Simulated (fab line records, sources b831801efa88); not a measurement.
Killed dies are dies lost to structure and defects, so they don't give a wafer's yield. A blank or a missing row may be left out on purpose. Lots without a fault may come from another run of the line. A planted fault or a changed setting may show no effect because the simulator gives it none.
Which tool did it? | flow sky130 | 10 lots, 30 wafers sampled, at 6 steps of a route of 708

WHAT THE GAUGES READ, wafer by wafer
SKY_SD_N_OVL_MEAS_08.
lot  | measured     | on         | SD_N_OVL (nm)
L687 | day 28 02:42 | overlay-01 | -1.8 -1.2 -2.2
L689 | day 28 17:23 | overlay-01 | 0.8 -2.6 -2.3
L690 | day 29 05:08 | overlay-02 | -1.3 -1.4 0.0
L695 | day 30 22:40 | overlay-02 | -1.2 -0.4 0.9
L696 | day 31 04:24 | overlay-02 | 3.4 1.4 1.8
L704 | day 33 18:40 | overlay-02 | 0.1 0.0 0.8
L705 | day 34 02:08 | overlay-01 | -0.4 0.6 1.0
L707 | day 34 13:46 | overlay-02 | -1.0 -1.4 -0.5
L708 | day 34 20:43 | overlay-01 | 1.3 -2.0 -0.7
L710 | day 35 17:34 | overlay-01 | -2.7 -1.2 -0.6

SKY_LOCAL_INTERCONNECT_RS_MEAS_01: measures by four-point-probe.
lot  | measured     | on            | LOCAL_INTERCONNECT_TIN_RS (ohm/sq)
L687 | day 29 09:56 | film_metro-01 | 14.06 14.26 14.42
L689 | day 29 23:49 | film_metro-04 | 14.17 14.49 14.42
L690 | day 30 12:13 | film_metro-03 | 14.04 14.31 14.08
L695 | day 32 05:06 | film_metro-01 | 34.69 35.28 14.11
L696 | day 32 12:07 | film_metro-04 | 14.41 36.57 35.51
L704 | day 35 00:25 | film_metro-01 | 14.27 14.04 13.95
L705 | day 35 07:52 | film_metro-04 | 14.21 14.04 14.34
L707 | day 35 19:26 | film_metro-04 | 14.33 14.32 14.27
L708 | day 36 01:42 | film_metro-04 | 14.37 14.21 14.28
L710 | day 36 23:37 | film_metro-04 | 14.31 14.03 13.99

SKY_LOCAL_INTERCONNECT_THK_MEAS_02: measures by xrf.
lot  | measured     | on            | LOCAL_INTERCONNECT_TIN_THK (nm)
L687 | day 29 10:03 | film_metro-01 | 100.0 97.4 97.0
L689 | day 29 23:56 | film_metro-04 | 98.7 97.3 97.2
L690 | day 30 12:20 | film_metro-03 | 98.8 98.3 98.8
L695 | day 32 05:12 | film_metro-01 | 43.0 42.2 99.1
L696 | day 32 12:14 | film_metro-04 | 97.2 41.0 41.7
L704 | day 35 00:31 | film_metro-01 | 98.0 99.9 100.5
L705 | day 35 07:59 | film_metro-04 | 98.4 99.9 97.7
L707 | day 35 19:34 | film_metro-04 | 98.1 97.8 97.9
L708 | day 36 01:49 | film_metro-04 | 97.5 98.5 98.0
L710 | day 36 23:43 | film_metro-04 | 97.8 100.3 100.1

WHICH TOOL RAN EACH LOT (tool, then ch and the chambers of the sampled wafers, then the start)
lot  | SKY_POLY_CUT_ETCH_11               | SKY_LI_CONTACT_CMP_02         | SKY_LOCAL_INTERCONNECT_SPUTTER_00
L687 | rie_diel-02 ch 1,2, day 24 10:04   | cmp-01 ch 0,1, day 28 04:01   | pvd_sputter-02, day 29 09:52
L689 | rie_diel-03 ch 0,2,3, day 25 01:55 | cmp-02 ch 0,2,3, day 28 18:45 | pvd_sputter-03, day 29 23:46
L690 | rie_diel-02 ch 1,2, day 25 13:26   | cmp-02 ch 0,2,3, day 29 06:24 | pvd_sputter-03, day 30 12:10
L695 | rie_diel-01 ch 0,3, day 27 09:23   | cmp-01 ch 0,3, day 31 00:02   | pvd_sputter-03, day 32 04:59
L696 | rie_diel-02 ch 0,2,3, day 27 15:10 | cmp-02 ch 1,2,3, day 31 05:40 | pvd_sputter-03, day 32 12:02
L704 | rie_diel-02 ch 0,1,3, day 30 09:05 | cmp-02 ch 0,2,3, day 33 20:01 | pvd_sputter-04, day 35 00:17
L705 | rie_diel-03 ch 0,1,3, day 30 17:23 | cmp-02 ch 0,2, day 34 03:24   | pvd_sputter-03, day 35 07:49
L707 | rie_diel-03 ch 0,1, day 31 05:38   | cmp-01 ch 0,3, day 34 15:01   | pvd_sputter-04, day 35 19:22
L708 | rie_diel-02 ch 2,3, day 31 11:32   | cmp-02 ch 1,2, day 34 22:01   | pvd_sputter-03, day 36 01:38
L710 | rie_diel-02 ch 0,1,3, day 32 10:02 | cmp-02 ch 0,1,3, day 35 18:49 | pvd_sputter-04, day 36 23:32
- SKY_POLY_CUT_ETCH_11: etches Si3N4 in CF4/CH2F2/Ar, stops on poly-Si, time 42.5 s, target depth 60 nm.
- SKY_LI_CONTACT_CMP_02: polishes PSG.
- SKY_LOCAL_INTERCONNECT_SPUTTER_00: material TiN, target thk 100 nm, time 83.3 s.

WHAT THE TOOLS THEMSELVES READ (means of the sampled wafers that have a number; where no wafer has one, the mark that the record gives instead)
SKY_POLY_CUT_ETCH_11.
lot  | tool        | cf4_flow_sccm (sccm) | drypump_motor_current_A (A) | mfc_ar_sccm (sccm) | oes_product_au (a.u.) | throttle_valve_pct (%)
L687 | rie_diel-02 | 39.96                | 5.6                         | 150.0              | 0.828                 | 14.994
L689 | rie_diel-03 | 39.99                | 5.5                         | 149.8              | 0.828                 | 14.988
L690 | rie_diel-02 | 40.03                | 5.6                         | 150.0              | 0.824                 | 14.996
L695 | rie_diel-01 | 40.02                | 5.6                         | 150.1              | 0.830                 | 14.999
L696 | rie_diel-02 | 39.90                | 6.0                         | 150.1              | 0.828                 | 15.002
L704 | rie_diel-02 | 39.96                | 6.0                         | 150.4              | 0.831                 | 14.998
L705 | rie_diel-03 | 40.03                | 5.6                         | 150.1              | 0.824                 | 14.983
L707 | rie_diel-03 | 40.01                | 5.5                         | 150.3              | 0.826                 | 14.985
L708 | rie_diel-02 | 40.07                | 5.7                         | 149.6              | 0.834                 | 14.993
L710 | rie_diel-02 | 39.98                | 5.9                         | 150.2              | 0.832                 | 14.988

SKY_LI_CONTACT_CMP_02.
lot  | tool   | head_pressure_psi (psi) | motor_current_A (A) | time_to_endpoint_s (s)
L687 | cmp-01 | 4.001                   | 11.8                | 38
L689 | cmp-02 | 3.999                   | 11.1                | 31
L690 | cmp-02 | 4.001                   | 11.1                | 34
L695 | cmp-01 | 4.006                   | 11.3                | 36
L696 | cmp-02 | 3.994                   | 11.5                | 36
L704 | cmp-02 | 3.998                   | 11.0                | 30
L705 | cmp-02 | 4.006                   | 9.8                 | 35
L707 | cmp-01 | 3.998                   | 11.6                | 37
L708 | cmp-02 | 3.999                   | 10.4                | 31
L710 | cmp-02 | 3.989                   | 10.9                | 33

SKY_LOCAL_INTERCONNECT_SPUTTER_00.
lot  | tool           | substrate_temp_c (C) | throttle_valve_pct (%)
L687 | pvd_sputter-02 | 300.10               | 29.3
L689 | pvd_sputter-03 | 299.89               | 29.9
L690 | pvd_sputter-03 | 300.11               | 30.6
L695 | pvd_sputter-03 | 300.07               | 30.6
L696 | pvd_sputter-03 | 300.21               | 30.6
L704 | pvd_sputter-04 | 300.19               | 30.3
L705 | pvd_sputter-03 | 300.00               | 30.4
L707 | pvd_sputter-04 | 299.87               | 31.0
L708 | pvd_sputter-03 | 300.15               | 29.8
L710 | pvd_sputter-04 | 299.98               | 30.4

THE ANSWER, worked out from the rows above alone
Rule: what is usual is taken from the lots themselves. Put in order of their means at a reading, lots are off if they are a third of the lots or fewer, leave a main group of 4 or more, and stand apart from it by a gap of 3 or more times the standard deviation of the main group's means; of several such gaps the widest counts. A main group whose means are all the same, to the digits that the tables above print for the reading, isn't used. A lot without any number at a reading at which 4 lots or more have one is off too. The other lots that the step has rows for count as sound. The gauges are gone through in route order, then the tools' own readings, and for those a lot's mean is taken as printed above. The first step at which some lot is off is used, and at that step the reading that is off furthest; a lot without a number counts as furthest.
Off: L695, L696, at SKY_LOCAL_INTERCONNECT_RS_MEAS_01 (LOCAL_INTERCONNECT_TIN_RS). The main group: mean 14.22 ohm/sq, standard deviation 0.093.
A tool fits if, at a process step before that reading, it ran every lot that is off, and no sound lot after the first of them. The gauges at SKY_LOCAL_INTERCONNECT_RS_MEAS_01 are tried like those tools. None of those tried fits.

WHAT THE SIMULATOR HAD PUT IN
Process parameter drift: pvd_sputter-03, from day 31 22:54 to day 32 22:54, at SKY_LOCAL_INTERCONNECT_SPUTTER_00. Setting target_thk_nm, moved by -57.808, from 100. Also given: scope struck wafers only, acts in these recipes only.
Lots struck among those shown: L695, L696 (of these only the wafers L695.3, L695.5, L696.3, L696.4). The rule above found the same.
